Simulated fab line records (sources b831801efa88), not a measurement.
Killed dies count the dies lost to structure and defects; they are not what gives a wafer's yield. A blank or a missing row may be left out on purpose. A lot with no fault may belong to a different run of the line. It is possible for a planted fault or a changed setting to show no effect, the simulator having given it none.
Matching of chambers	flow sky130	SKY_CAP2M_CVD_00 on pecvd-04: 3 sister chambers
The step deposits SiO2, target thk 15.5 nm. 16 wafers are shown with their chamber, then 8 later ones without.

== WAFERS WITH THEIR CHAMBER ==
wafer	chamber	heater_power_w (W)	heater_power_outer_w (W)	susceptor_temp_C (C)
L075.2	2	1012	584	399.95
L075.3	0	838	528	399.81
L075.6	0	860	532	399.71
L077.2	2	952	555	399.68
L077.3	0	810	480	399.98
L077.5	1	701	428	400.29
L082.1	2	971	577	400.37
L082.3	0	1011	629	399.58
L082.5	2	985	557	400.13
L088.3	2	973	574	399.86
L088.5	0	948	576	400.09
L088.6	2	993	581	399.99
L089.1	2	931	547	400.03
L089.2	0	917	572	399.90
L089.4	0	914	574	399.94
L092.2	1	730	466	400.17

SIGNATURES (averages over the wafers above)
reading	chamber 0	chamber 1	chamber 2	scatter within a chamber
heater_power_w	899.71	715.50	973.86	50.6
heater_power_outer_w	555.86	447.00	567.86	34.5
susceptor_temp_C	399.8586	400.2300	400.0014	0.189
Rule: for a wafer and a chamber, the distance is found by dividing, reading by reading, the gap between the wafer's reading and the chamber's mean by the reading's scatter, squaring, summing and taking the root. If the next closest chamber is less than 2 further off than the closest, the wafer can't be placed; otherwise it belongs to the closest. The scatter is the square root of a quotient: the sum, over the shown wafers, of each reading's squared deviation from its chamber's mean, divided by wafers minus chambers.

== WAFERS WHOSE CHAMBER IS MISSING ==
wafer	heater_power_w (W)	heater_power_outer_w (W)	susceptor_temp_C (C)
L092.4	871	494	399.85
L092.6	904	558	400.11
L093.2	906	557	400.13
L093.3	977	567	400.06
L093.4	764	477	399.78
L097.1	983	619	399.69
L097.3	741	463	400.16
L097.4	1029	622	399.97

== CHAMBER TAKEN BY EACH ==
wafer	from the rows above	in truth
L092.4	can't be placed: 0 or 2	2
L092.6	can't be placed: 0 or 2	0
L093.2	can't be placed: 0 or 2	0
L093.3	can't be placed: 2 or 0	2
L093.4	can't be placed: 1 or 0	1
L097.1	can't be placed: 2 or 0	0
L097.3	1	1
L097.4	can't be placed: 2 or 0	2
Correctly placed: 1 of 8. Cannot be placed on the basis of these rows: 7; the candidates contain the true chamber in 7. Placed wrongly: 0.
